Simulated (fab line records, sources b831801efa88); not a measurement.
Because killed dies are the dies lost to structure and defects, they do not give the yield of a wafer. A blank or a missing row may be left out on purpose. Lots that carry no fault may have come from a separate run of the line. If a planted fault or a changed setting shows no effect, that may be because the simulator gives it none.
Chamber matching + flow sky130 + rie diel-03 running SKY_POLY_CUT_ETCH_10: 4 sister chambers
The step etches BARC in N2/H2, stops on SiO2, time 45.9 s, target depth 60 nm. 22 wafers are shown with their chamber, then 11 later ones without.

== WAFERS PAIRED WITH THEIR CHAMBERS ==
| wafer  | chamber | drypump motor current A (A) | throttle valve pct (%) | oes product au (a.u.) |
|--------|---------|-----------------------------|------------------------|-----------------------|
| L074.1 | 0       | 5.1                         | 13.236                 | 0.856                 |
| L074.3 | 3       | 6.1                         | 13.235                 | 0.857                 |
| L074.4 | 2       | 6.2                         | 13.222                 | 0.859                 |
| L075.1 | 3       | 6.0                         | 13.231                 | 0.839                 |
| L075.5 | 0       | 5.1                         | 13.219                 | 0.856                 |
| L075.6 | 3       | 6.0                         | 13.229                 | 0.852                 |
| L079.2 | 0       | 5.1                         | 13.226                 | 0.860                 |
| L079.4 | 3       | 6.1                         | 13.217                 | 0.852                 |
| L079.6 | 2       | 6.2                         | 13.218                 | 0.853                 |
| L084.4 | 1       | 6.1                         | 13.216                 | 0.861                 |
| L084.5 | 2       | 6.1                         | 13.217                 | 0.859                 |
| L084.6 | 1       | 6.1                         | 13.215                 | 0.855                 |
| L085.2 | 0       | 5.1                         | 13.211                 | 0.855                 |
| L085.3 | 2       | 6.2                         | 13.228                 | 0.848                 |
| L085.6 | 3       | 6.1                         | 13.233                 | 0.847                 |
| L086.1 | 1       | 6.1                         | 13.227                 | 0.850                 |
| L086.2 | 0       | 5.1                         | 13.227                 | 0.856                 |
| L086.3 | 3       | 6.1                         | 13.228                 | 0.854                 |
| L088.1 | 2       | 6.2                         | 13.231                 | 0.848                 |
| L088.2 | 1       | 6.1                         | 13.214                 | 0.855                 |
| L088.4 | 0       | 5.1                         | 13.211                 | 0.851                 |
| L092.3 | 1       | 6.1                         | 13.225                 | 0.852                 |

SIGNATURES, as means of the wafers listed above
| reading                 | chamber 0 | chamber 1 | chamber 2 | chamber 3 | scatter within a chamber |
|-------------------------|-----------|-----------|-----------|-----------|--------------------------|
| drypump motor current A | 5.100     | 6.100     | 6.180     | 6.067     | 0.0344                   |
| throttle valve pct      | 13.22167  | 13.21940  | 13.22320  | 13.22883  | 0.00741                  |
| oes product au          | 0.85567   | 0.85460   | 0.85340   | 0.85017   | 0.00491                  |
Rule: a wafer's distance from a chamber is the root of the sum, over the readings, of the square of ((its reading less the chamber's mean) divided by the reading's scatter). The wafer belongs to the nearest chamber; if the next one is less than 2 further off, it can't be placed. The scatter: the root of (the sum of the squares of (reading less its chamber's mean) over the shown wafers, divided by (wafers less chambers)).

== WAFERS WHOSE CHAMBER IS MISSING ==
| wafer  | drypump motor current A (A) | throttle valve pct (%) | oes product au (a.u.) |
|--------|-----------------------------|------------------------|-----------------------|
| L092.4 | 5.1                         | 13.218                 | 0.854                 |
| L092.5 | 6.2                         | 13.229                 | 0.852                 |
| L095.2 | 6.2                         | 13.228                 | 0.853                 |
| L095.4 | 5.1                         | 13.223                 | 0.858                 |
| L095.5 | 6.1                         | 13.230                 | 0.855                 |
| L096.4 | 6.1                         | 13.226                 | 0.862                 |
| L096.5 | 6.1                         | 13.219                 | 0.852                 |
| L096.6 | 6.2                         | 13.230                 | 0.857                 |
| L097.1 | 6.1                         | 13.235                 | 0.848                 |
| L097.5 | 6.1                         | 13.240                 | 0.853                 |
| L097.6 | 5.1                         | 13.229                 | 0.844                 |

== THE CHAMBER EACH PASSED THROUGH ==
| wafer  | from the rows above          | in truth |
|--------|------------------------------|----------|
| L092.4 | 0                            | 0        |
| L092.5 | 2                            | 2        |
| L095.2 | 2                            | 2        |
| L095.4 | 0                            | 0        |
| L095.5 | can't be placed: 3 or 1 or 2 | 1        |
| L096.4 | can't be placed: 1 or 3 or 2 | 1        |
| L096.5 | can't be placed: 1 or 3 or 2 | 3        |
| L096.6 | can't be placed: 2 or 1      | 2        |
| L097.1 | can't be placed: 3 or 1 or 2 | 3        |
| L097.5 | can't be placed: 3 or 1 or 2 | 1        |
| L097.6 | 0                            | 0        |
Correct placement for 5 of the 11. Can't be placed from these rows: 6 (the true chamber is among the candidates in 6). Wrongly placed: 0.
